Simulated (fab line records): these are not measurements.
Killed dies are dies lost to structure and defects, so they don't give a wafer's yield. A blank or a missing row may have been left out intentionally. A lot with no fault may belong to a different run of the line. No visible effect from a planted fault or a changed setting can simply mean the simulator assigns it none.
fab line records -- flow sky130
[record] lots = 11, wafers = 33, lastDay = 50
route steps=708 shown VIA4@641 PASSIVATION@683 PAD_OPEN@708
lots with no fault: from the same line, run without faults
startH: hours from the record's first day to the start of the lot's first wafer shown -- waitH: hours from the lot's prior step to this one -- " identical to the entry in the row above -- L1.1+2: a row that stands for several wafers -- - value missing, or start not given -- * or withheld: withheld -- < > ~ a bound
route shown NAME@n: NAME is a module with steps in the file, n the number in the route of the first one -- usual: mean/standard deviation of fault-free wafers -- same: alike in all rows -- chamber/n: place in a boat -- sites: per-site readings -- _std_site: the values' standard deviation -- _edge_site: the outer-site mean with the inner-site mean subtracted -- radiusMm: for every site, how far away it sits from the centre of the wafer -- mask NAME#n: copy n -- behind: the tool/chamber that last shaped the wafer -- hold: reason for holding the lot/hours on hold/outcome of the hold -- device: transistor that didn't switch, given as n, p or np -- end of line: tests run on the same wafers once the route is complete -- for a step that has no rows: nothing shown but its recipe -- killed: count of dies lost to structure and defects at first sort (not the wafer's yield) -- map: a wafer's dies, x killed, . not, _ none there
set.NAME: the run value of the setting; set.NAME@STEP: its run value at that earlier step -- model.NAME: the simulator's own value behind a step, which no gauge read
steps of the route over a sample of lots; a table a step, a row a wafer
services: from which hour (startH, from the record's first day; less than 0 if before it) a tool's chamber was out of use, for how many hours, and why
[[steps]]
[step SKY_VIA4_CMP_02]
[recipe] material = SiO2, downForcePsi = 4, platenRpm = 60, padVelocityMS = 0.94248
[usual] motorCurrentA = 12.6/1.6
lot.wafer,tool,chamber,startH,waitH,motorCurrentA
L767.2,cmp-02,3,977.28,0.0,16.0
L767.3,cmp-02,1,977.28,0.0,11.6
L767.4,cmp-02,2,977.28,0.0,14.4
L768.1,cmp-02,0,985.13,0.1,11.6
L768.3,cmp-02,1,985.13,0.1,11.1
L768.5,cmp-02,0,985.13,0.1,11.5
L769.3,cmp-02,2,986.38,0.0,13.5
L769.2,cmp-02,3,986.38,0.0,15.0
L769.1,cmp-02,1,986.38,0.0,11.1
L771.3,cmp-01,0,1008.35,0.0,11.4
L771.2,cmp-01,2,1008.35,0.0,13.0
L771.5,cmp-01,1,1008.35,0.0,12.1
L774.1,cmp-02,2,1031.47,0.1,13.8
L774.4,cmp-02,3,1031.47,0.1,16.1
L774.3,cmp-02,0,1031.47,0.1,12.2
L778.4,cmp-02,3,1058.11,0.1,16.0
L778.1,cmp-02,1,1058.11,0.1,11.7
L778.5,cmp-02,2,1058.11,0.1,14.2
L779.4,cmp-02,0,1064.29,0.0,11.1
L779.3,cmp-02,1,1064.29,0.0,11.3
L779.2,cmp-02,3,1064.29,0.0,15.6
L780.4,cmp-02,3,1076.37,0.0,15.7
L780.6,cmp-02,3,1076.37,0.0,15.3
L780.5,cmp-02,0,1076.37,0.0,11.2
L785.1,cmp-02,3,1096.58,0.1,16.3
L785.3,cmp-02,0,1096.58,0.1,12.5
L785.6,cmp-02,2,1096.58,0.1,13.6
L787.3,cmp-01,1,1106.18,0.1,12.0
L787.2,cmp-01,2,1106.18,0.1,12.9
L787.4,cmp-01,3,1106.18,0.1,11.3
L788.1,cmp-01,2,1113.08,0.1,13.0
L788.6,cmp-01,0,1113.08,0.1,11.0
L788.5,cmp-01,1,1113.08,0.1,12.0
[step SKY_VIA4_CMP_21]
[recipe] stopOn = SiO2, tOverpolishS = 25, downForcePsi = 3.5, platenRpm = 61.22, targetThkNm = 0, padVelocityMS = 0.94248
[usual] motorCurrentA = 11.4/1.3, overpolishRunS = 25.000/0.0092, timeToEndpointS = 121/4.2
lot.wafer,tool,chamber,startH,waitH,motorCurrentA,overpolishRunS,timeToEndpointS
L767.2,cmp-02,3,1002.26,0.0,14.4,25.001,115
L767.3,cmp-02,0,1002.26,0.0,10.3,25.000,119
L767.4,cmp-02,2,1002.26,0.0,12.7,24.985,119
L768.1,cmp-02,1,1010.31,0.3,10.4,24.999,116
L768.3,cmp-02,2,1010.31,0.3,12.6,25.020,124
L768.5,cmp-02,3,1010.31,0.3,14.4,24.999,119
L769.1,cmp-02,1,1010.81,0.1,10.6,25.002,120
L769.3,cmp-02,3,1010.81,0.1,13.9,25.000,120
L769.2,cmp-02,0,1010.81,0.1,11.1,24.998,125
L771.3,cmp-01,1,1032.31,0.1,11.2,24.991,118
L771.2,cmp-01,3,1032.31,0.1,10.5,25.010,119
L771.5,cmp-01,0,1032.31,0.1,10.4,25.000,120
L774.1,cmp-02,0,1054.71,0.1,10.0,24.995,124
L774.3,cmp-02,2,1054.71,0.1,12.0,25.010,121
L774.4,cmp-02,3,1054.71,0.1,14.5,24.990,121
L778.4,cmp-01,0,1080.67,0.1,9.8,24.996,122
L778.1,cmp-01,1,1080.67,0.1,11.4,25.002,123
L778.5,cmp-01,3,1080.67,0.1,10.5,25.002,117
L779.4,cmp-01,0,1086.63,0.1,10.3,25.010,123
L779.2,cmp-01,1,1086.63,0.1,11.4,25.010,122
L779.3,cmp-01,2,1086.63,0.1,12.3,25.005,127
L780.4,cmp-01,3,1098.18,0.2,10.3,24.994,117
L780.5,cmp-01,2,1098.18,0.2,11.9,25.012,123
L780.6,cmp-01,3,1098.18,0.2,10.8,24.993,114
L785.1,cmp-01,1,1117.47,0.1,10.5,24.998,123
L785.3,cmp-01,2,1117.47,0.1,12.3,25.009,127
L785.6,cmp-01,1,1117.47,0.1,11.5,25.015,123
L787.3,cmp-01,1,1127.06,0.0,10.8,24.995,118
L787.4,cmp-01,2,1127.06,0.0,11.8,24.989,124
L787.2,cmp-01,0,1127.06,0.0,10.4,25.003,118
L788.1,cmp-02,3,1133.55,0.1,14.1,24.994,116
L788.6,cmp-02,2,1133.55,0.1,12.7,25.000,120
L788.5,cmp-02,3,1133.55,0.1,14.4,25.002,113
[step SKY_PASSIVATION_CVD_02]
[recipe] material = Si3N4, targetThkNm = 540, tempC = 400, timeS = withheld, rfW = 450
[usual] heaterPowerW = 736/69, rfFwdPowerW = 449.3/1.4
lot.wafer,tool,chamber,startH,waitH,heaterPowerW,rfFwdPowerW
L767.2,pecvd-01,2,1026.56,0.0,713,451.0
L767.3,pecvd-01,1,1026.56,0.0,716,449.1
L767.4,pecvd-01,2,1026.56,0.0,716,451.5
L768.1,pecvd-01,0,1034.06,0.1,712,449.9
L768.3,pecvd-01,2,1034.06,0.1,655,448.9
L768.5,pecvd-01,0,1034.06,0.1,752,449.3
L769.1,pecvd-04,1,1035.06,0.1,841,448.2
L769.2,pecvd-04,0,1035.06,0.1,761,452.3
L769.3,pecvd-04,2,1035.06,0.1,635,449.9
L771.2,pecvd-01,0,1056.22,0.0,771,448.3
L771.3,pecvd-01,1,1056.22,0.0,655,447.8
L771.5,pecvd-01,0,1056.22,0.0,776,448.9
L774.1,pecvd-01,0,1076.78,0.1,747,447.1
L774.3,pecvd-01,1,1076.78,0.1,663,449.1
L774.4,pecvd-01,0,1076.78,0.1,738,449.7
L778.1,pecvd-04,1,1101.92,0.1,829,448.1
L778.4,pecvd-04,0,1101.92,0.1,811,449.8
L778.5,pecvd-04,2,1101.92,0.1,746,447.5
L779.2,pecvd-04,0,1107.08,0.0,728,629.5
L779.3,pecvd-04,0,1107.08,0.0,761,629.4
L779.4,pecvd-04,2,1107.08,0.0,581,630.5
L780.4,pecvd-04,1,1119.88,0.1,735,629.8
L780.5,pecvd-04,2,1119.88,0.1,696,628.6
L780.6,pecvd-04,0,1119.88,0.1,814,631.4
L785.1,pecvd-01,2,1138.06,0.1,726,450.8
L785.3,pecvd-01,0,1138.06,0.1,770,449.1
L785.6,pecvd-01,0,1138.06,0.1,615,452.4
L787.2,pecvd-02,0,1147.23,0.0,770,446.5
L787.3,pecvd-02,2,1147.23,0.0,727,449.3
L787.4,pecvd-02,1,1147.23,0.0,752,448.0
L788.1,pecvd-01,1,1153.32,0.1,643,448.2
L788.5,pecvd-01,1,1153.32,0.1,683,450.1
L788.6,pecvd-01,2,1153.32,0.1,723,450.1
[step SKY_PASSIVATION_THK_MEAS_03]
[recipe] reads = Si3N4_of_PASSIVATION_CVD_02
[usual] PASSIVATION_CVD_02_THK = 541/6.6
lot.wafer,tool,chamber,startH,waitH,PASSIVATION_CVD_02_THK[nm]
L767.2,filmMetro-03,-,1026.80,-,530
L767.3,filmMetro-03,-,1026.80,-,535
L767.4,filmMetro-03,-,1026.80,-,541
L768.1,filmMetro-02,-,1034.28,-,538
L768.3,filmMetro-02,-,1034.28,-,535
L768.5,filmMetro-02,-,1034.28,-,550
L769.1,filmMetro-01,-,1035.28,-,537
L769.2,filmMetro-01,-,1035.28,-,529
L769.3,filmMetro-01,-,1035.28,-,538
L771.2,filmMetro-01,-,1056.46,-,534
L771.3,filmMetro-01,-,1056.46,-,537
L771.5,filmMetro-01,-,1056.46,-,545
L774.1,filmMetro-02,-,1077.01,-,537
L774.3,filmMetro-02,-,1077.01,-,537
L774.4,filmMetro-02,-,1077.01,-,549
L778.1,filmMetro-02,-,1102.14,-,540
L778.4,filmMetro-02,-,1102.14,-,542
L778.5,filmMetro-02,-,1102.14,-,542
L779.2,filmMetro-02,-,1107.42,-,587
L779.3,filmMetro-02,-,1107.42,-,596
L779.4,filmMetro-02,-,1107.42,-,600
L780.4,filmMetro-02,-,1120.02,-,608
L780.5,filmMetro-02,-,1120.02,-,598
L780.6,filmMetro-02,-,1120.02,-,599
L785.1,filmMetro-02,-,1138.29,-,529
L785.3,filmMetro-02,-,1138.29,-,540
L785.6,filmMetro-02,-,1138.29,-,547
L787.2,filmMetro-03,-,1147.46,-,540
L787.3,filmMetro-03,-,1147.46,-,539
L787.4,filmMetro-03,-,1147.46,-,535
L788.1,filmMetro-03,-,1153.54,-,540
L788.5,filmMetro-03,-,1153.54,-,550
L788.6,filmMetro-03,-,1153.54,-,542
[step SKY_PASSIVATION_STRIP_12]
[recipe] chemistry = O2/N2, powerW = 1400, pressureMtorr = 1500, platenTempC = withheld, overashFraction = 0.7, o2FlowSccm = 3000, n2FlowSccm = 300
[usual] drypumpMotorCurrentA = 6.07/0.22, oesProductAu = 0.661/0.0048, stripTimeToEndpointS = 31.70/0.11
lot.wafer,tool,chamber,startH,waitH,drypumpMotorCurrentA,oesProductAu,rfHoursCounterH,stripTimeToEndpointS
L767.2,plasmaAsher-03,1,1048.78,0.1,6.28,0.665,123,31.61
L767.3,plasmaAsher-03,0,1048.78,0.1,6.23,0.659,-,31.57
L767.4,plasmaAsher-03,1,1048.78,0.1,6.26,0.663,-,31.72
L768.1,plasmaAsher-01,1,1056.88,0.1,6.37,0.658,94,31.63
L768.3,plasmaAsher-01,0,1056.88,0.1,6.04,0.650,-,31.83
L768.5,plasmaAsher-01,0,1056.88,0.1,6.03,0.661,-,31.72
L769.1,plasmaAsher-04,1,1057.63,0.1,5.88,0.649,64,31.77
L769.2,plasmaAsher-04,0,1057.63,0.1,5.72,0.661,64,31.77
L769.3,plasmaAsher-04,1,1057.63,0.1,5.87,0.664,-,31.76
L771.2,plasmaAsher-04,1,1077.73,0.1,5.89,0.659,66,31.73
L771.3,plasmaAsher-04,1,1077.73,0.1,5.89,0.661,-,31.74
L771.5,plasmaAsher-04,0,1077.73,0.1,5.78,0.669,-,31.66
L774.1,plasmaAsher-03,1,1097.42,0.1,6.25,0.659,3,31.83
L774.3,plasmaAsher-03,1,1097.42,0.1,6.27,0.666,-,31.76
L774.4,plasmaAsher-03,0,1097.42,0.1,6.17,0.673,-,31.73
L778.1,plasmaAsher-03,0,1121.83,0.1,6.18,0.662,6,31.88
L778.4,plasmaAsher-03,1,1121.83,0.1,6.25,0.663,-,31.71
L778.5,plasmaAsher-03,1,1121.83,0.1,6.26,0.660,-,31.61
L779.2,plasmaAsher-03,1,1126.72,0.1,6.30,0.661,6,31.57
L779.3,plasmaAsher-03,0,1126.72,0.1,6.21,0.655,-,31.50
L779.4,plasmaAsher-03,1,1126.72,0.1,6.27,0.657,-,31.49
L780.4,plasmaAsher-04,0,1139.10,0.1,5.76,0.655,-,31.52
L780.5,plasmaAsher-04,1,1139.10,0.1,5.86,0.666,-,31.76
L780.6,plasmaAsher-04,0,1139.10,0.1,5.73,0.657,-,31.42
L785.1,plasmaAsher-04,1,1156.77,0.1,5.92,0.660,73,31.76
L785.3,plasmaAsher-04,1,1156.77,0.1,5.89,0.660,-,31.71
L785.6,plasmaAsher-04,0,1156.77,0.1,5.76,0.656,-,31.59
L787.2,plasmaAsher-01,1,1165.93,0.1,6.36,0.660,105,31.63
L787.3,plasmaAsher-01,0,1165.93,0.1,6.04,0.658,-,31.78
L787.4,plasmaAsher-01,1,1165.93,0.1,6.37,0.661,-,31.76
L788.1,plasmaAsher-04,1,1170.52,0.1,5.91,0.654,75,31.81
L788.5,plasmaAsher-04,0,1170.52,0.1,5.76,0.656,-,31.73
L788.6,plasmaAsher-04,1,1170.52,0.1,5.89,0.657,-,31.79
[step SKY_PAD_OPEN_PROBE_99]
[usual] defectLimitedYield = 82.7/1.7, killed_at_M0_to_M3 = 44/7.1, killed_at_M4_up = 3.3/1.8, killedAtContacts = 23/5.5, killedAtFrontEnd = 15/4.5, killedAtOther = 0.2/0.48, killedDies = 85/8.4, killedOpen = 46/6.6, killedShort = 39/6.1, sort_bin_3_pad_short = 0.9/0.36, sort_bin_5_function = 10.3/1.4, sort_bin_6_memory = 6.2/1, sortNPass = 407/8.4, sortYieldPct = 82.7/1.7
[same] grossDies = 492, killedAtBackSide = 0, sort_bin_4_leakage[%] = 0, sort_bin_8_speed[%] = 0
lot.wafer,tool,chamber,startH,waitH,defectLimitedYield[%],killed_at_M0_to_M3,killed_at_M4_up,killedAtContacts,killedAtFrontEnd,killedAtOther,killedDies,killedOpen,killedShort,sort_bin_3_pad_short[%],sort_bin_5_function[%],sort_bin_6_memory[%],sortNPass,sortYieldPct[%]
L787.2,prober-02,-,1185.08,0.1,82.7,43,2,26,13,1,85,44,40,0.8,10.2,6.3,407,82.7
L787.3,prober-02,-,1185.13,0.2,82.9,39,4,28,13,0,84,41,43,1.6,8.3,7.1,408,82.9
L787.4,prober-02,-,1185.18,0.2,80.3,44,6,31,15,1,97,46,50,1.8,11.6,6.3,395,80.3
L788.1,prober-01,-,1189.41,0.1,81.9,41,2,29,17,0,89,46,43,0.8,11.0,6.3,403,81.9
L788.5,prober-01,-,1189.61,0.2,81.5,59,3,20,8,1,91,58,33,0.8,10.4,7.3,401,81.5
L788.6,prober-01,-,1189.66,0.2,85.0,37,4,14,19,0,74,40,34,0.8,9.8,4.5,418,85.0
// killed by level:class
L787.2 VIA1:geometricParticle:open=13 LI_CONTACT:geometricParticle:open=9 VIA3:geometricParticle:short=7 CONTACT:geometricParticle:open=6 LI_CONTACT:geometricParticle:short=5 VIA3:geometricParticle:open=5 METAL2:geometricParticle:short=4 POLY_GATE:geometricParticle:open=3
L787.3 CONTACT:geometricParticle:open=11 VIA3:geometricParticle:open=8 LI_CONTACT:geometricParticle:open=7 VIA1:geometricParticle:open=5 METAL3:geometricParticle:short=5 VIA3:geometricParticle:short=5 FIELD_ISO:geometricParticle:short=4 CONTACT:geometricParticle:short=4
L787.4 VIA1:geometricParticle:open=13 CONTACT:geometricParticle:open=12 LI_CONTACT:geometricParticle:open=8 VIA1:geometricParticle:short=7 POLY_GATE:geometricParticle:short=5 LOCAL_INTERCONNECT:geometricParticle:short=5 CONTACT:geometricParticle:short=5 METAL1:geometricParticle:short=5
L788.1 VIA2:geometricParticle:open=13 CONTACT:geometricParticle:open=9 LI_CONTACT:geometricParticle:open=8 FIELD_ISO:geometricParticle:open=6 FIELD_ISO:geometricParticle:short=6 CONTACT:geometricParticle:short=6 VIA1:geometricParticle:short=6 VIA1:geometricParticle:open=4
L788.5 VIA1:geometricParticle:open=14 VIA2:geometricParticle:open=13 LI_CONTACT:geometricParticle:open=8 VIA3:geometricParticle:open=7 CONTACT:geometricParticle:open=6 METAL1:geometricParticle:short=5 VIA1:geometricParticle:short=5 METAL2:geometricParticle:short=5
L788.6 FIELD_ISO:geometricParticle:open=11 VIA3:geometricParticle:open=8 VIA2:geometricParticle:open=5 FIELD_ISO:geometricParticle:short=4 LI_CONTACT:geometricParticle:open=4 METAL1:geometricParticle:short=4 METAL2:geometricParticle:short=4 VIA2:geometricParticle:short=4
[[services]]
tool,chamber,startH,hours,kind
plasmaAsher-03,-,971.90,2.5,repair
cmp-02,-,998.19,0.5,repair
pecvd-04,1,999.38,-,clean
pecvd-04,1,999.38,-,consumableReplace:showerhead
cmp-01,-,1011.66,0.6,repair
cmp-01,-,1012.09,4.8,repair
plasmaAsher-04,-,1030.71,1.9,repair
cmp-02,-,1036.57,3.5,pm
plasmaAsher-01,-,1041.62,0.9,repair
plasmaAsher-04,-,1042.08,2.2,repair
plasmaAsher-03,-,1055.26,9.0,pm
pecvd-01,-,1063.75,1.1,repair
pecvd-02,2,1064.89,4.6,repair
pecvd-01,2,1081.08,12.3,repair
cmp-02,-,1084.25,4.0,pm
plasmaAsher-03,-,1086.30,1.7,repair
cmp-02,-,1088.25,-,consumableReplace:conditioner
cmp-02,-,1088.25,-,consumableReplace:pad
cmp-02,-,1099.58,0.8,repair
plasmaAsher-04,-,1103.84,2.8,pm
cmp-01,-,1109.97,1.2,repair
pecvd-02,-,1140.54,0.9,repair
cmp-01,-,1145.23,5.8,pm
pecvd-01,0,1164.17,-,calibration
[[key]]
[firstSign] step = SKY_PASSIVATION_CVD_02, reading = rfFwdPowerW, direction = up, sigmas = 99+, usual = 449.3, struck = 629.9
[effect] step = SKY_PASSIVATION_THK_MEAS_03, reading = PASSIVATION_CVD_02_THK, direction = up, sigmas = 8.7, usual = 541, struck = 598
metAt SKY_PASSIVATION_CVD_02
struckLots L779,L780
notActingAt SKY_VIA4_CMP_02,SKY_VIA4_CMP_21,SKY_PASSIVATION_STRIP_12
onsetBetween 1101.92 1107.08
[fault] kind = processParameterDrift, tool = pecvd-04, chamber = -, onsetH = 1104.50, steps = SKY_PASSIVATION_CVD_02, channel = rfW, offset = 180, shape = step, endH = 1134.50, actsIn = theseRecipesOnly, stated = 450
